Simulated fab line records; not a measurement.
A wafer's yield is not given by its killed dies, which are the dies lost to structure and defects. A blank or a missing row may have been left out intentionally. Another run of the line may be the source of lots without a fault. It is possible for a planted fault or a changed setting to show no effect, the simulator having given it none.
fab line records -- flow sky130
record: lots: 5, wafers: 23
route steps=708 shown VIA4@639 METAL5@665
start_h: hours from the record's first day to the start of the lot's first wafer shown -- wait_h: time in hours since the lot's previous step -- " as in the row above -- L1.1+2: one row covering several wafers at once -- - value missing, or start not given -- * or withheld: withheld -- < > ~ a bound
route shown NAME@n: names a module that has steps shown in the file, with the first one's number in the route -- usual: mean/standard deviation of fault-free wafers -- same: alike in all rows -- chamber/n: place in a boat -- sites: each site's reading -- _std_site: the standard deviation of these -- _edge_site: outer sites' mean less inner sites' -- radius_mm: for every site, how far away it sits from the centre of the wafer -- mask NAME#n: copy n -- behind: the most recent tool/chamber to have shaped the wafer -- hold: why the lot went on hold/how many hours it stayed there/how the hold came to an end -- device: the n, p or np transistor that did not switch -- end of line: tests of these same wafers at the route's end -- a step given without rows: its recipe and nothing more -- killed: the dies lost at the first sort to structure and to defects; this is not the yield of the wafer -- map: per-die view of a wafer (x killed, . not killed, _ where there is no die)
set.NAME: setting as actually run; set.NAME@STEP: the setting as run at that earlier step -- model.NAME: the simulator's own value behind a step, which no gauge read
lots with deliberately changed settings; one table per step, one row per wafer
== steps ==
step: SKY_VIA4_HDPCVD_00
recipe: material: SiO2, target_thk_nm: 1750, sigma_open_frac: 0.3, time_s: 291.7, temp_c: 400, sih4_flow_sccm: 60, pressure_mtorr: 6
lot.wafer,tool,chamber,start_h,wait_h,set.time_s,model.SiO2_of_VIA4_HDPCVD_00.thk_nm
L074.1,hdpcvd-01,1,970.97,0.0,291.7,1705
L074.2,hdpcvd-01,2,970.97,0.0,318.5,1894
L074.3,hdpcvd-01,0,970.97,0.0,318.5,1895
L074.5,hdpcvd-01,1,970.97,0.0,291.7,1716
L074.6,hdpcvd-01,0,970.97,0.0,318.5,1896
L076.1,hdpcvd-01,0,990.14,0.0,291.7,1786
L076.2,hdpcvd-01,1,990.14,0.0,291.7,1730
L076.5,hdpcvd-01,2,990.14,0.0,291.7,1752
L080.2,hdpcvd-01,0,1018.18,0.0,291.7,1768
L080.3+4+5,hdpcvd-01,"2,1,2",1018.18,0.0,291.7,-
L080.6,hdpcvd-01,0,1018.18,0.0,291.7,1779
L079.1,hdpcvd-02,2,1020.75,0.0,261.6,1577
L079.2,hdpcvd-02,0,1020.75,0.0,261.6,1607
L079.3,hdpcvd-02,1,1020.75,0.0,261.6,1582
L079.4,hdpcvd-02,0,1020.75,0.0,291.7,1787
L079.5,hdpcvd-02,2,1020.75,0.0,291.7,1776
L083.1,hdpcvd-01,1,1046.15,0.0,276.4,1643
L083.2,hdpcvd-01,0,1046.15,0.0,291.7,1758
L083.3,hdpcvd-01,2,1046.15,0.0,276.4,1654
L083.5,hdpcvd-01,2,1046.15,0.0,291.7,1761
L083.6,hdpcvd-01,0,1046.15,0.0,291.7,1767
step: SKY_VIA4_THK_MEAS_01
recipe: reads: SiO2_of_VIA4_HDPCVD_00
usual: VIA4_HDPCVD_THK: 1750/20
lot.wafer,tool,chamber,start_h,wait_h,set.time_s@VIA4_HDPCVD_00,VIA4_HDPCVD_THK[nm]
L074.1,film_metro-02,-,971.15,0.1,291.7,1705
L074.2,film_metro-02,-,971.15,0.1,318.5,1893
L074.3,film_metro-02,-,971.15,0.1,318.5,1897
L074.5,film_metro-02,-,971.15,0.1,291.7,1716
L074.6,film_metro-02,-,971.15,0.1,318.5,1896
L076.1,film_metro-02,-,990.32,0.1,291.7,1786
L076.2,film_metro-02,-,990.32,0.1,291.7,1731
L076.5,film_metro-02,-,990.32,0.1,291.7,1750
L080.2,film_metro-03,-,1018.37,0.1,291.7,1768
L080.3,film_metro-03,-,1018.37,0.1,291.7,1750
L080.4,film_metro-03,-,1018.37,0.1,291.7,1724
L080.5,film_metro-03,-,1018.37,0.1,291.7,1742
L080.6,film_metro-03,-,1018.37,0.1,291.7,1776
L079.1,film_metro-03,-,1020.93,0.1,261.6,1577
L079.2,film_metro-03,-,1020.93,0.1,261.6,1609
L079.3,film_metro-03,-,1020.93,0.1,261.6,1582
L079.4,film_metro-03,-,1020.93,0.1,291.7,1787
L079.5,film_metro-03,-,1020.93,0.1,291.7,1774
L083.1,film_metro-02,-,1046.33,0.1,276.4,1644
L083.2,film_metro-02,-,1046.33,0.1,291.7,1757
L083.3,film_metro-02,-,1046.33,0.1,276.4,1654
L083.5,film_metro-02,-,1046.33,0.1,291.7,1761
L083.6,film_metro-02,-,1046.33,0.1,291.7,1767
step: SKY_METAL5_SPUTTER_04
recipe: material: TiN, target_thk_nm: 70, power_w: 6500, time_s: 58.3, chamber_pressure_pa: 0.4
lot.wafer,tool,chamber,start_h,wait_h,set.power_w,model.TiN_of_METAL5_SPUTTER_04.thk_nm
L074.1,pvd_sputter-04,-,996.31,0.0,6500,70.9
L074.2,pvd_sputter-04,-,996.31,0.0,6500,70.34
L074.3,pvd_sputter-04,-,996.31,0.0,6747,72.73
L074.5,pvd_sputter-04,-,996.31,0.0,6747,73.5
L074.6,pvd_sputter-04,-,996.31,0.0,6500,70.43
L076.1,pvd_sputter-03,-,1016.02,0.0,6500,70.6
L076.2,pvd_sputter-03,-,1016.02,0.0,6500,70.96
L076.5,pvd_sputter-03,-,1016.02,0.0,6500,70.24
L080.2,pvd_sputter-01,-,1041.96,0.0,6500,71.15
L080.3,pvd_sputter-01,-,1041.96,0.0,5964,64.93
L080.4,pvd_sputter-01,-,1041.96,0.0,5964,64.9
L080.5,pvd_sputter-01,-,1041.96,0.0,5964,64.28
L080.6,pvd_sputter-01,-,1041.96,0.0,6500,69.55
L079.1,pvd_sputter-03,-,1045.33,0.0,6500,69.56
L079.2,pvd_sputter-03,-,1045.33,0.0,6500,68.84
L079.3,pvd_sputter-03,-,1045.33,0.0,6500,68.87
L079.4,pvd_sputter-03,-,1045.33,0.0,6500,69.43
L079.5,pvd_sputter-03,-,1045.33,0.0,6500,69.68
L083.1,pvd_sputter-01,-,1069.72,0.0,6248,66.15
L083.2,pvd_sputter-01,-,1069.72,0.0,6248,67.12
L083.3,pvd_sputter-01,-,1069.72,0.0,6248,65.54
L083.5,pvd_sputter-01,-,1069.72,0.0,6500,69.63
L083.6,pvd_sputter-01,-,1069.72,0.0,6500,69.76
== key ==
split: step: SKY_VIA4_HDPCVD_00, setting: time_s, stated: 291.7, by: wafer
response: step: SKY_VIA4_HDPCVD_00, reading: model.SiO2_of_VIA4_HDPCVD_00.thk_nm, change: +19.6, per: 1%, r: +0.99
response: step: SKY_VIA4_THK_MEAS_01, reading: VIA4_HDPCVD_THK, change: +19.5, per: 1%, r: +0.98
split: step: SKY_METAL5_SPUTTER_04, setting: power_w, stated: 6500, by: wafer
response: step: SKY_METAL5_SPUTTER_04, reading: model.TiN_of_METAL5_SPUTTER_04.thk_nm, change: +0.714, per: 1%, r: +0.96
